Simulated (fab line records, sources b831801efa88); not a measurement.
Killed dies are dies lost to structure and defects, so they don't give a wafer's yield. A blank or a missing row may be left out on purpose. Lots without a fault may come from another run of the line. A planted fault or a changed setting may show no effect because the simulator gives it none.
fab line records | flow sky130
record lots=13 wafers=39 last_day=50
route steps=708 shown VT_ADJUST_LVTN@118 VT_ADJUST_PCH@153 SONOS_TUNNEL@161 SONOS_ONO@172 PAD_OPEN@708
lots that met no fault: from a run of the same line without faults
start_h: hours from the record's first day to the start of the lot's first wafer shown | wait_h: hours since the lot's step before | " the same as in the row above | L1.1+2: a row that stands for several wafers | - no value, or no start given | * or withheld: withheld | < > ~ a bound
route shown NAME@n: a module of which the file shows steps, and the number in the route of the first | usual: mean/standard deviation of fault-free wafers | same: alike in all rows | chamber/n: place in a boat | sites: the reading at each site | _std_site: their standard deviation | _edge_site: outer sites' mean less inner sites' | radius_mm: how far each site lies from the wafer's centre | mask NAME#n: copy n | behind: the tool/chamber that last shaped the wafer | hold: why the lot was held/for how many hours/how that ended | device: the transistor (n, p or np) that didn't switch | end of line: the same wafers' tests at the end of the route | a step without rows: its recipe alone | killed: dies lost to structure and defects at the first sort, not the wafer's yield | map: a wafer's dies, x killed, . not, _ none there
set.NAME: the setting as run; set.NAME@STEP: as run at that earlier step | model.NAME: the simulator's own value behind a step, which no gauge read
steps of the route over a sample of lots; a table a step, a row a wafer
services: from which hour (start_h, from the record's first day; less than 0 if before it) a tool's chamber was out of use, for how many hours, and why
## steps
# step SKY_VT_ADJUST_LVTN_TW_MEAS_21
# usual VT_ADJUST_LVTN_2_TW=187.3/0.89
# columns lot.wafer tool chamber start_h wait_h VT_ADJUST_LVTN_2_TW
L539.2 film_metro-02 - 159.25 0.1 187.4
L539.5 " - " " 186.8
L539.6 " - " " 187.1
L542.1 film_metro-02 - 180.03 0.1 187.9
L542.2 " - " " 188.6
L542.4 " - " " 187.7
L543.1 film_metro-04 - 199.69 0.1 187.5
L543.4 " - " " 186.8
L543.6 " - " " 186.3
L544.1 film_metro-02 - 201.84 0.1 186.7
L544.2 " - " " 186.9
L544.6 " - " " 187.2
L545.1 film_metro-03 - 202.88 0.1 188.1
L545.3 " - " " 187.0
L545.5 " - " " 188.1
L550.1 film_metro-03 - 234.13 0.1 187.4
L550.2 " - " " 187.8
L550.4 " - " " 187.7
L551.1 film_metro-03 - 240.70 0.1 187.9
L551.2 " - " " 187.6
L551.4 " - " " 188.2
L552.1 film_metro-02 - 247.93 0.1 185.8
L552.4 " - " " 187.3
L552.5 " - " " 186.6
L559.1 film_metro-03 - 295.93 0.1 188.6
L559.2 " - " " 188.2
L559.4 " - " " 187.5
L558.1 film_metro-02 - 296.53 0.1 186.4
L558.4 " - " " 185.2
L558.5 " - " " 185.4
L560.1 film_metro-04 - 313.83 0.1 185.9
L560.4 " - " " 186.7
L560.5 " - " " 187.0
L561.2 film_metro-03 - 316.14 0.1 185.0
L561.5 " - " " 189.1
L561.6 " - " " 186.8
L562.1 film_metro-02 - 317.23 0.1 187.8
L562.4 " - " " 187.8
L562.5 " - " " 186.5
# step SKY_VT_ADJUST_PCH_TW_MEAS_10
# usual VT_ADJUST_PCH_TW=142.8/1.7
# columns lot.wafer tool chamber start_h wait_h VT_ADJUST_PCH_TW
L539.2 film_metro-01 - 221.37 0.1 146.0
L539.5 " - " " 145.2
L539.6 " - " " 144.8
L542.1 film_metro-04 - 244.34 0.1 141.5
L542.2 " - " " 142.4
L542.4 " - " " 142.0
L543.1 film_metro-04 - 267.61 0.1 142.0
L543.4 " - " " 142.2
L543.6 " - " " 142.4
L544.1 film_metro-02 - 270.69 0.1 141.8
L544.2 " - " " 141.0
L544.6 " - " " 140.5
L545.1 film_metro-04 - 272.64 0.1 142.5
L545.3 " - " " 142.2
L545.5 " - " " 142.6
L550.1 film_metro-01 - 306.33 0.1 144.7
L550.2 " - " " 145.1
L550.4 " - " " 145.3
L551.1 film_metro-04 - 314.56 0.1 140.6
L551.2 " - " " 141.2
L551.4 " - " " 142.2
L552.1 film_metro-04 - 322.81 0.1 142.0
L552.4 " - " " 141.1
L552.5 " - " " 141.6
L559.1 film_metro-01 - 376.53 0.1 143.8
L559.2 " - " " 144.3
L559.4 " - " " 145.3
L558.1 film_metro-04 - 378.13 0.1 142.0
L558.4 " - " " 142.2
L558.5 " - " " 142.9
L560.1 film_metro-04 - 397.03 0.1 141.0
L560.4 " - " " 141.9
L560.5 " - " " 143.0
L561.2 film_metro-04 - 399.77 0.1 142.5
L561.5 " - " " 142.0
L561.6 " - " " 141.7
L562.1 film_metro-01 - 400.33 0.1 144.6
L562.4 " - " " 145.4
L562.5 " - " " 145.7
# step SKY_SONOS_TUNNEL_CD_MEAS_07
# recipe target_cd_nm=410
# usual cd_nm=409.6/2.2
# columns lot.wafer tool chamber start_h wait_h cd_nm
L539.2 cd_sem-01 - 243.11 0.1 410.5
L539.5 " - " " 410.9
L539.6 " - " " 411.5
L542.1 cd_sem-02 - 267.61 0.1 405.3
L542.2 " - " " 406.4
L542.4 " - " " 407.4
L543.1 cd_sem-02 - 292.19 0.1 408.2
L543.4 " - " " 409.0
L543.6 " - " " 411.6
L544.1 cd_sem-01 - 295.56 0.1 409.7
L544.2 " - " " 410.1
L544.6 " - " " 409.9
L545.1 cd_sem-02 - 297.51 0.1 410.2
L545.3 " - " " 410.9
L545.5 " - " " 411.5
L550.1 cd_sem-02 - 332.14 0.1 409.3
L550.2 " - " " 408.6
L550.4 " - " " 408.9
L551.1 cd_sem-01 - 341.40 0.1 410.7
L551.2 " - " " 412.2
L551.4 " - " " 411.4
L552.1 cd_sem-01 - 349.09 0.1 411.1
L552.4 " - " " 409.4
L552.5 " - " " 410.2
L559.1 cd_sem-02 - 405.36 0.1 410.5
L559.2 " - " " 409.9
L559.4 " - " " 408.0
L558.1 cd_sem-01 - 407.71 0.1 410.1
L558.4 " - " " 409.9
L558.5 " - " " 413.4
L560.1 cd_sem-01 - 427.79 0.1 409.4
L560.4 " - " " 411.6
L560.5 " - " " 409.7
L561.2 cd_sem-01 - 430.31 0.1 410.1
L561.5 " - " " 409.0
L561.6 " - " " 410.4
L562.1 cd_sem-02 - 430.69 0.2 412.1
L562.4 " - " " 411.5
L562.5 " - " " 410.0
# step SKY_SONOS_ONO_CVD_04
# recipe material=SiO2 precursor=SiH4/N2O target_thk_nm=5.7199 temp_c=900 pressure_mtorr=400
# usual zone_power_upper_pct=16.4/1.5
# columns lot.wafer tool chamber start_h wait_h zone_power_upper_pct
L539.2 lpcvd-03 1 247.40 0.0 15.3
L539.5 " 1 " " 15.4
L539.6 " 1 " " 15.2
L542.1 lpcvd-03 0 272.98 0.1 18.5
L542.2 " 0 " " 18.2
L542.4 " 0 " " 18.3
L543.1 lpcvd-03 1 296.42 0.1 15.0
L543.4 " 1 " " 15.3
L543.6 " 1 " " 15.0
L544.1 lpcvd-03 1 301.81 0.1 15.3
L544.2 " 1 " " 15.4
L544.6 " 1 " " 14.9
L545.1 lpcvd-03 1 301.81 0.1 15.2
L545.3 " 1 " " 15.6
L545.5 " 1 " " 15.1
L550.1 lpcvd-03 0 343.06 5.3 18.8
L550.2 " 0 " " 18.4
L550.4 " 0 " " 18.0
L551.1 lpcvd-03 0 345.51 0.1 18.1
L551.2 " 0 " " 18.2
L551.4 " 0 " " 18.4
L552.1 lpcvd-03 0 354.08 0.1 18.2
L552.4 " 0 " " 18.1
L552.5 " 0 " " 18.2
L559.1 lpcvd-03 0 411.09 0.1 18.1
L559.2 " 0 " " 18.1
L559.4 " 0 " " 18.5
L558.1 lpcvd-03 1 412.34 0.2 15.4
L558.4 " 1 " " 15.3
L558.5 " 1 " " 15.6
L560.1 lpcvd-03 0 434.68 0.1 18.2
L560.4 " 0 " " 18.3
L560.5 " 0 " " 18.1
L561.2 lpcvd-03 1 438.93 0.0 15.5
L561.5 " 1 " " 15.3
L561.6 " 1 " " 15.1
L562.1 lpcvd-03 1 438.93 0.1 15.1
L562.4 " 1 " " 15.2
L562.5 " 1 " " 15.0
# step SKY_SONOS_ONO_THK_MEAS_05
# recipe reads=SiO2_of_SONOS_ONO_CVD_04
# usual SONOS_ONO_CVD_04_THK=5.66/0.11
# columns lot.wafer tool chamber start_h wait_h SONOS_ONO_CVD_04_THK[nm]
L539.2 film_metro-03 - 248.66 0.0 5.66
L539.5 " - " " 5.74
L539.6 " - " " 5.69
L542.1 film_metro-03 - 274.23 0.0 5.56
L542.2 " - " " 5.51
L542.4 " - " " 5.53
L543.1 film_metro-01 - 297.67 0.0 5.79
L543.4 " - " " 5.62
L543.6 " - " " 5.70
L544.1 film_metro-01 - 303.68 0.0 5.45
L544.2 " - " " 5.47
L544.6 " - " " 5.55
L545.1 film_metro-04 - 303.68 0.0 5.66
L545.3 " - " " 5.78
L545.5 " - " " 5.67
L550.1 film_metro-04 - 344.31 0.0 7.92
L550.2 " - " " 8.07
L550.4 " - " " 8.01
L551.1 film_metro-03 - 346.76 0.0 8.07
L551.2 " - " " 8.00
L551.4 " - " " 8.08
L552.1 film_metro-03 - 355.33 0.0 8.13
L552.4 " - " " 8.18
L552.5 " - " " 8.05
L559.1 film_metro-04 - 412.34 0.0 5.62
L559.2 " - " " 5.55
L559.4 " - " " 5.62
L558.1 film_metro-04 - 413.59 0.0 5.71
L558.4 " - " " 5.76
L558.5 " - " " 5.68
L560.1 film_metro-03 - 435.93 0.0 5.51
L560.4 " - " " 5.51
L560.5 " - " " 5.49
L562.1 film_metro-03 - 440.18 0.0 5.58
L562.4 " - " " 5.68
L562.5 " - " " 5.56
L561.2 film_metro-04 - 440.19 0.0 5.72
L561.5 " - " " 5.68
L561.6 " - " " 5.72
# step SKY_PAD_OPEN_PROBE_99
# usual killed_at_M0_to_M3=44/6.9 killed_at_M4_up=3.0/1.5 killed_at_contacts=24/5.2 killed_at_front_end=15/4.1 killed_at_other=0.4/0.62 killed_dies=87/9.6 killed_open=47/7 killed_short=40/6.2
# same gross_dies=492 killed_at_back_side=0
# columns lot.wafer tool chamber start_h wait_h killed_at_M0_to_M3 killed_at_M4_up killed_at_contacts killed_at_front_end killed_at_other killed_dies killed_open killed_short
L539.2 prober-01 - 1065.29 0.1 40 4 24 22 0 90 48 41
L539.5 prober-01 - 1065.44 0.2 49 3 25 14 0 91 46 45
L539.6 prober-01 - 1065.49 0.2 40 1 28 19 0 88 56 30
L542.1 prober-02 - 1083.59 0.1 51 1 24 12 0 88 50 38
L542.2 prober-02 - 1083.64 0.1 29 4 24 18 0 75 39 36
L542.4 prober-02 - 1083.74 0.2 35 2 24 16 1 78 48 28
L543.1 prober-01 - 1103.57 0.1 40 3 23 15 1 82 47 34
L543.4 prober-01 - 1103.72 0.2 39 1 20 14 1 75 46 29
L543.6 prober-01 - 1103.82 0.2 45 6 20 20 1 92 53 36
L544.1 prober-02 - 1111.14 0.1 44 4 22 14 0 84 49 35
L544.2 prober-02 - 1111.19 0.1 42 2 29 15 2 90 46 42
L544.6 prober-02 - 1111.39 0.2 46 6 16 16 1 85 45 39
L545.1 prober-01 - 1114.46 0.1 35 3 23 10 2 73 37 34
L545.3 prober-01 - 1114.56 0.2 43 2 30 16 0 91 50 41
L545.5 prober-01 - 1114.66 0.2 42 3 25 9 0 79 41 38
L550.1 prober-02 - 1141.23 0.1 43 6 25 12 0 86 36 49
L550.2 prober-02 - 1141.28 0.1 48 3 24 20 1 96 54 42
L550.4 prober-02 - 1141.38 0.2 38 5 18 17 0 78 36 42
L551.1 prober-01 - 1143.70 0.1 41 2 27 13 0 83 47 36
L551.2 prober-01 - 1143.75 0.1 42 2 24 13 0 81 48 33
L551.4 prober-01 - 1143.85 0.2 46 3 30 8 0 87 43 44
L552.1 prober-02 - 1144.72 0.1 50 4 27 17 0 98 52 46
L552.4 prober-02 - 1144.87 0.2 55 5 23 21 0 104 57 47
L552.5 prober-02 - 1144.92 0.2 52 2 25 15 0 94 54 40
L559.1 prober-02 - 1177.34 0.1 39 3 25 9 0 76 38 37
L559.2 prober-02 - 1177.39 0.1 52 2 30 9 0 93 48 44
L559.4 prober-02 - 1177.49 0.2 45 6 27 11 0 89 35 53
L558.1 prober-01 - 1182.45 0.1 44 4 20 16 2 86 47 39
L558.4 prober-01 - 1182.60 0.2 47 3 17 10 1 78 41 37
L558.5 prober-01 - 1182.65 0.2 38 4 25 18 0 85 39 44
L560.1 prober-02 - 1193.01 0.1 55 4 33 9 1 102 61 41
L560.4 prober-02 - 1193.16 0.2 46 4 31 13 0 94 55 39
L560.5 prober-02 - 1193.21 0.2 44 4 19 14 0 81 46 35
L562.1 prober-01 - 1196.14 0.1 41 6 31 16 3 97 49 48
L562.4 prober-01 - 1196.29 0.2 55 1 24 18 1 99 50 48
L562.5 prober-01 - 1196.34 0.2 45 2 21 17 0 85 47 38
L561.2 prober-02 - 1197.04 0.1 45 4 32 20 0 101 51 50
L561.5 prober-02 - 1197.19 0.2 34 3 22 18 0 77 43 34
L561.6 prober-02 - 1197.24 0.2 46 3 27 21 1 98 53 45
# killed by level:class
L539.2 CONTACT:geometric_particle:open=8 LOCAL_INTERCONNECT:geometric_particle:short=7 FIELD_ISO:geometric_particle:short=6 LI_CONTACT:geometric_particle:open=6 VIA1:geometric_particle:open=6 VIA1:geometric_particle:short=5 METAL2:geometric_particle:short=5 VIA2:geometric_particle:open=5
L539.5 VIA1:geometric_particle:open=12 CONTACT:geometric_particle:open=9 LI_CONTACT:geometric_particle:open=8 VIA1:geometric_particle:short=8 CONTACT:geometric_particle:short=6 POLY_GATE:geometric_particle:short=5 VIA2:geometric_particle:open=5 METAL1:geometric_particle:short=5
L539.6 CONTACT:geometric_particle:open=12 FIELD_ISO:geometric_particle:open=9 VIA1:geometric_particle:open=9 LI_CONTACT:geometric_particle:open=7 CONTACT:geometric_particle:short=6 VIA3:geometric_particle:open=6 METAL1:geometric_particle:short=4 METAL1:geometric_particle:open=4
L542.1 VIA1:geometric_particle:open=9 VIA2:geometric_particle:open=9 LI_CONTACT:geometric_particle:open=8 LOCAL_INTERCONNECT:geometric_particle:short=8 VIA1:geometric_particle:short=8 CONTACT:geometric_particle:open=7 METAL2:geometric_particle:short=5 VIA3:geometric_particle:open=5
L542.2 LI_CONTACT:geometric_particle:open=9 CONTACT:geometric_particle:open=7 FIELD_ISO:geometric_particle:open=5 VIA1:geometric_particle:open=5 METAL4:geometric_particle:short=4 FIELD_ISO:geometric_particle:short=4 POLY_GATE:geometric_particle:open=4 VIA2:geometric_particle:short=4
L542.4 LI_CONTACT:geometric_particle:open=10 VIA2:geometric_particle:open=7 CONTACT:geometric_particle:open=7 VIA1:geometric_particle:open=6 LOCAL_INTERCONNECT:geometric_particle:short=5 FIELD_ISO:geometric_particle:short=4 FIELD_ISO:geometric_particle:open=4 METAL2:geometric_particle:short=4
L543.1 VIA1:geometric_particle:open=9 LI_CONTACT:geometric_particle:open=7 VIA3:geometric_particle:open=7 VIA2:geometric_particle:open=6 FIELD_ISO:geometric_particle:open=5 LI_CONTACT:geometric_particle:short=4 LOCAL_INTERCONNECT:geometric_particle:short=4 METAL1:geometric_particle:short=4
L543.4 VIA1:geometric_particle:open=8 VIA2:geometric_particle:open=8 LI_CONTACT:geometric_particle:open=7 FIELD_ISO:geometric_particle:open=6 CONTACT:geometric_particle:short=6 POLY_GATE:geometric_particle:open=5 VIA3:geometric_particle:open=5 VIA2:geometric_particle:short=4
L543.6 VIA1:geometric_particle:open=14 FIELD_ISO:geometric_particle:open=8 LI_CONTACT:geometric_particle:open=8 VIA2:geometric_particle:open=7 CONTACT:geometric_particle:open=7 METAL4:geometric_particle:short=6 VIA3:geometric_particle:short=5 CONTACT:geometric_particle:short=5
L544.1 VIA3:geometric_particle:open=12 VIA1:geometric_particle:open=9 CONTACT:geometric_particle:short=7 FIELD_ISO:geometric_particle:open=6 CONTACT:geometric_particle:open=6 FIELD_ISO:geometric_particle:short=5 METAL1:geometric_particle:short=5 VIA2:geometric_particle:open=4
L544.2 VIA3:geometric_particle:open=13 CONTACT:geometric_particle:open=11 VIA1:geometric_particle:open=6 LOCAL_INTERCONNECT:geometric_particle:short=5 FIELD_ISO:geometric_particle:short=4 LI_CONTACT:geometric_particle:open=4 POLY_GATE:geometric_particle:short=4 METAL1:geometric_particle:short=4
L544.6 VIA1:geometric_particle:open=12 FIELD_ISO:geometric_particle:short=6 METAL1:geometric_particle:short=6 METAL2:geometric_particle:short=6 VIA3:geometric_particle:open=5 CONTACT:geometric_particle:open=5 METAL4:geometric_particle:short=5 POLY_GATE:geometric_particle:open=4
L545.1 CONTACT:geometric_particle:open=8 VIA1:geometric_particle:open=8 CONTACT:geometric_particle:short=6 LI_CONTACT:geometric_particle:open=5 VIA1:geometric_particle:short=5 VIA3:geometric_particle:short=4 POLY_GATE:geometric_particle:open=3 METAL2:geometric_particle:open=3
L545.3 VIA2:geometric_particle:open=14 LI_CONTACT:geometric_particle:open=9 LOCAL_INTERCONNECT:geometric_particle:short=7 CONTACT:geometric_particle:open=6 VIA3:geometric_particle:open=6 VIA1:geometric_particle:open=5 METAL2:geometric_particle:short=5 FIELD_ISO:geometric_particle:short=4
L545.5 CONTACT:geometric_particle:open=11 VIA1:geometric_particle:open=8 LI_CONTACT:geometric_particle:open=7 METAL1:geometric_particle:short=7 VIA2:geometric_particle:open=7 FIELD_ISO:geometric_particle:short=4 LOCAL_INTERCONNECT:geometric_particle:short=4 VIA1:geometric_particle:short=4
L550.1 VIA1:geometric_particle:short=8 CONTACT:geometric_particle:open=7 VIA1:geometric_particle:open=7 VIA2:geometric_particle:open=6 FIELD_ISO:geometric_particle:short=5 LI_CONTACT:geometric_particle:open=5 LI_CONTACT:geometric_particle:short=5 METAL1:geometric_particle:short=5
L550.2 VIA1:geometric_particle:open=12 METAL1:geometric_particle:short=8 VIA3:geometric_particle:open=8 CONTACT:geometric_particle:short=7 CONTACT:geometric_particle:open=7 POLY_GATE:geometric_particle:short=5 LI_CONTACT:geometric_particle:open=5 VIA2:geometric_particle:open=5
L550.4 VIA1:geometric_particle:open=9 CONTACT:geometric_particle:open=8 METAL1:geometric_particle:short=6 FIELD_ISO:geometric_particle:short=5 VIA1:geometric_particle:short=5 FIELD_ISO:geometric_particle:open=4 LI_CONTACT:geometric_particle:open=4 METAL4:geometric_particle:short=4
L551.1 VIA1:geometric_particle:open=10 CONTACT:geometric_particle:open=8 LI_CONTACT:geometric_particle:open=6 LI_CONTACT:geometric_particle:short=6 METAL1:geometric_particle:short=6 VIA2:geometric_particle:open=6 LOCAL_INTERCONNECT:geometric_particle:short=5 METAL2:geometric_particle:short=5
L551.2 LI_CONTACT:geometric_particle:open=11 VIA1:geometric_particle:open=8 FIELD_ISO:geometric_particle:open=7 METAL1:geometric_particle:short=7 VIA2:geometric_particle:open=6 CONTACT:geometric_particle:open=5 METAL1:geometric_particle:open=4 VIA1:geometric_particle:short=4
L551.4 CONTACT:geometric_particle:open=9 VIA1:geometric_particle:open=9 LI_CONTACT:geometric_particle:open=8 VIA1:geometric_particle:short=6 METAL1:geometric_particle:short=6 METAL2:geometric_particle:short=6 VIA2:geometric_particle:open=6 LOCAL_INTERCONNECT:geometric_particle:short=5
L552.1 VIA1:geometric_particle:open=13 CONTACT:geometric_particle:open=11 CONTACT:geometric_particle:short=7 VIA2:geometric_particle:open=7 LI_CONTACT:geometric_particle:open=6 VIA1:geometric_particle:short=6 VIA2:geometric_particle:short=5 POLY_GATE:geometric_particle:short=5
L552.4 VIA1:geometric_particle:open=16 METAL2:geometric_particle:short=7 VIA2:geometric_particle:open=7 VIA3:geometric_particle:open=7 FIELD_ISO:geometric_particle:open=6 LI_CONTACT:geometric_particle:open=5 CONTACT:geometric_particle:short=5 CONTACT:geometric_particle:open=5
L552.5 VIA1:geometric_particle:open=18 CONTACT:geometric_particle:open=10 LI_CONTACT:geometric_particle:open=7 VIA2:geometric_particle:open=7 METAL3:geometric_particle:short=6 POLY_GATE:geometric_particle:short=5 VIA1:geometric_particle:short=5 VIA3:geometric_particle:short=5
L559.1 VIA1:geometric_particle:open=11 CONTACT:geometric_particle:open=9 METAL2:geometric_particle:short=8 LI_CONTACT:geometric_particle:open=6 CONTACT:geometric_particle:short=6 VIA3:geometric_particle:short=4 VIA1:geometric_particle:short=4 VIA3:geometric_particle:open=4
L559.2 CONTACT:geometric_particle:open=10 VIA2:geometric_particle:open=10 CONTACT:geometric_particle:short=9 VIA1:geometric_particle:open=8 VIA3:geometric_particle:open=7 LI_CONTACT:geometric_particle:open=6 METAL3:geometric_particle:short=6 VIA1:geometric_particle:short=5
L559.4 CONTACT:geometric_particle:open=9 VIA1:geometric_particle:open=9 CONTACT:geometric_particle:short=8 METAL1:geometric_particle:short=8 METAL2:geometric_particle:short=7 LOCAL_INTERCONNECT:geometric_particle:short=6 VIA2:geometric_particle:open=5 FIELD_ISO:geometric_particle:short=4
L558.1 VIA3:geometric_particle:open=11 LI_CONTACT:geometric_particle:open=8 CONTACT:geometric_particle:open=7 VIA1:geometric_particle:open=7 FIELD_ISO:geometric_particle:short=5 POLY_GATE:geometric_particle:short=4 VIA1:geometric_particle:short=4 VIA2:geometric_particle:short=4
L558.4 VIA3:geometric_particle:open=9 VIA2:geometric_particle:open=9 CONTACT:geometric_particle:open=8 METAL1:geometric_particle:short=7 LOCAL_INTERCONNECT:geometric_particle:short=4 VIA1:geometric_particle:short=4 VIA3:geometric_particle:short=4 FIELD_ISO:geometric_particle:open=3
L558.5 CONTACT:geometric_particle:open=8 METAL1:geometric_particle:short=8 LI_CONTACT:geometric_particle:open=7 CONTACT:geometric_particle:short=6 VIA1:geometric_particle:open=6 POLY_GATE:geometric_particle:short=5 VIA3:geometric_particle:open=5 POLY_GATE:geometric_particle:open=4
L560.1 CONTACT:geometric_particle:open=18 VIA1:geometric_particle:open=16 METAL2:geometric_particle:short=7 METAL3:geometric_particle:short=7 LI_CONTACT:geometric_particle:open=6 VIA3:geometric_particle:open=6 VIA1:geometric_particle:short=6 VIA2:geometric_particle:open=6
L560.4 VIA1:geometric_particle:open=13 CONTACT:geometric_particle:open=11 VIA3:geometric_particle:open=11 LI_CONTACT:geometric_particle:open=10 CONTACT:geometric_particle:short=8 FIELD_ISO:geometric_particle:short=6 POLY_GATE:geometric_particle:short=5 METAL1:geometric_particle:short=4
L560.5 VIA1:geometric_particle:open=12 METAL1:geometric_particle:short=8 CONTACT:geometric_particle:open=7 VIA1:geometric_particle:short=6 VIA2:geometric_particle:open=6 VIA3:geometric_particle:open=5 LI_CONTACT:geometric_particle:open=4 LOCAL_INTERCONNECT:geometric_particle:short=4
L562.1 VIA1:geometric_particle:open=10 LOCAL_INTERCONNECT:geometric_particle:short=9 LI_CONTACT:geometric_particle:open=8 FIELD_ISO:geometric_particle:short=7 CONTACT:geometric_particle:open=7 VIA3:geometric_particle:open=7 METAL1:geometric_particle:short=5 VIA1:geometric_particle:short=5
L562.4 VIA1:geometric_particle:open=10 VIA2:geometric_particle:open=9 LOCAL_INTERCONNECT:geometric_particle:short=8 CONTACT:geometric_particle:open=8 METAL2:geometric_particle:short=7 VIA3:geometric_particle:open=7 METAL3:geometric_particle:short=6 FIELD_ISO:geometric_particle:open=5
L562.5 VIA3:geometric_particle:open=10 VIA1:geometric_particle:open=9 METAL1:geometric_particle:short=9 CONTACT:geometric_particle:open=8 LI_CONTACT:geometric_particle:open=7 VIA2:geometric_particle:short=6 FIELD_ISO:geometric_particle:open=4 POLY_GATE:geometric_particle:short=4
L561.2 METAL2:geometric_particle:short=10 FIELD_ISO:geometric_particle:open=9 LI_CONTACT:geometric_particle:open=9 CONTACT:geometric_particle:open=9 LOCAL_INTERCONNECT:geometric_particle:short=8 VIA3:geometric_particle:open=8 METAL1:geometric_particle:short=6 VIA1:geometric_particle:open=6
L561.5 CONTACT:geometric_particle:open=9 VIA1:geometric_particle:open=7 FIELD_ISO:geometric_particle:short=6 VIA2:geometric_particle:open=6 VIA3:geometric_particle:open=6 METAL1:geometric_particle:short=4 LOCAL_INTERCONNECT:geometric_particle:short=4 CONTACT:geometric_particle:short=4
L561.6 VIA1:geometric_particle:open=16 LI_CONTACT:geometric_particle:open=8 CONTACT:geometric_particle:open=7 FIELD_ISO:geometric_particle:short=6 VIA1:geometric_particle:short=6 VIA3:geometric_particle:open=6 CONTACT:geometric_particle:short=5 VIA2:geometric_particle:open=5
## services
# columns tool chamber start_h hours kind
lpcvd-03 - 336.95 6.1 pm
## key
first_sign step=SKY_SONOS_ONO_THK_MEAS_05 reading=SONOS_ONO_CVD_04_THK direction=up sigmas=22 usual=5.66 struck=8.06
effect none on later readings
met_at SKY_SONOS_ONO_CVD_04
struck_lots L550,L551,L552
tester_left_out L550,L551,L552
not_acting_at SKY_VT_ADJUST_LVTN_TW_MEAS_21,SKY_VT_ADJUST_PCH_TW_MEAS_10,SKY_SONOS_TUNNEL_CD_MEAS_07
onset_between 301.81 343.06
fault kind=process_parameter_drift tool=lpcvd-03 chamber=- onset_h=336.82 steps=SKY_SONOS_ONO_CVD_04 channel=target_thk_nm offset=2.4371 shape=step end_h=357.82 stated=5.7199
# tester_left_out: of these lots the tester's yield and bins aren't shown, on N5 and GAA mostly nor the transistor test; their killed dies are dies lost to structure and defects alone, not to doping, threshold or leakage, so they don't give the yield
